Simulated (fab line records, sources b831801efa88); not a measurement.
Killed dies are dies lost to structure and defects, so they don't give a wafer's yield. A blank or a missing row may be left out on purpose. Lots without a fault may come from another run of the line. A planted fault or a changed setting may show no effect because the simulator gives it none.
Problem report in the 8D (eight disciplines) form, filled by code | flow sky130 | the parts of the form that need people (team, actions taken, sign-off) are left out

1. THE PROBLEM
killed_at_front_end at SKY_PAD_OPEN_PROBE_99 reads a mean of 66 on 6 wafers of 2 lots; wafers without a fault read 15 with a standard deviation of 4.2. That is +12 standard deviations from the usual mean.
First seen on wafer L570.3, day 47 16:09, on prober-01. The record holds 36 wafers of 12 lots with a number at this step. Rule for "out", or "out of limits": more than 4 standard deviations from the usual mean. The other wafers with a number count as sound.

2. WHAT IT IS AND WHAT IT IS NOT
question                    | is                     | is not
which readings at this step | killed_at_front_end    | killed_at_M0_to_M3, killed_at_M4_up, killed_at_contacts, killed_at_other, killed_open, killed_short
which lots                  | L570, L571             | L563, L564, L565, L566, L567, L572, L579, L580, L582, L584
which wafers of those lots  | all that have a number | -
read on which tools         | prober-01              | prober-02
when                        | from day 47 16:09      | up to then (15 sound wafers); but 15 sound wafers of L572, L579, L580, L582, L584 came after

3. SUSPECTS, AND WHAT RULES EACH OUT
Counting: a tool at a process step up to the reading stays a suspect if it ran every lot that is out and no sound lot after the first of them.
- plasma_asher-01 at SKY_LDD_LDN_STRIP_12 (strips in O2/N2): ruled out as a lasting fault. Sound lots L579, L582 ran on it after its first lot that is out, L570 (day 25 15:37).
- pvd_sputter-02 at SKY_METAL5_SPUTTER_02 (material AlCu, target thk 1150 nm, time 61.2 s): ruled out as a lasting fault. Sound lots L572 ran on it after its first lot that is out, L570 (day 44 23:25).
- pvd_sputter-02 at SKY_METAL5_SPUTTER_03 (material Ti, target thk 5 nm, time 3.3 s): ruled out as a lasting fault. Sound lots L572 ran on it after its first lot that is out, L570 (day 44 23:28).
- plasma_asher-03 at SKY_PASSIVATION_STRIP_12 (strips in O2/N2): ruled out as a lasting fault. Sound lots L579, L582, L584 ran on it after its first lot that is out, L570 (day 46 18:02).
- prober-01 at SKY_PAD_OPEN_PROBE_99: ruled out as a lasting fault. Sound lots L580 ran on it after its first lot that is out, L570 (day 47 16:09).
Left after counting: nothing in the record.

4. THE CAUSE (what the simulator had put in)
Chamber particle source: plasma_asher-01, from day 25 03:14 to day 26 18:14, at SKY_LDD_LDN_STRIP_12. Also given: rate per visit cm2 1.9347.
Counting ruled it out, wrongly: the rule takes a fault to strike every lot that its tool runs from its start on, and this one did not.

5. THE CHAIN OF EFFECTS, in route order
Each row: a reading whose mean over the struck wafers that have a number lies more than 3 standard deviations from the usual. Only readings for which the record gives a usual standard deviation are gone through. hours: the time from each lot's start at the first step in this table that gives one to its start at this step, as a median over the lots. sigmas: the change in usual standard deviations.
hours | step                  | reading             | usual | on struck wafers | change | sigmas
0     | SKY_PAD_OPEN_PROBE_99 | killed_at_front_end | 15    | 66               | +51    | +12
0     | SKY_PAD_OPEN_PROBE_99 | killed_dies         | 87    | 129              | +42    | +4.3
The process steps in it:
- SKY_PAD_OPEN_PROBE_99

6. WHAT WOULD HAVE CAUGHT IT SOONER
In this record the first reading out of limits was taken at day 47 16:09, 541 hours after the fault began at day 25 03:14.
Of the tool readings at SKY_LDD_LDN_STRIP_12 for which the record gives a usual standard deviation, none was out on any struck wafer, so an alarm limit of 4 standard deviations on them would not have fired.
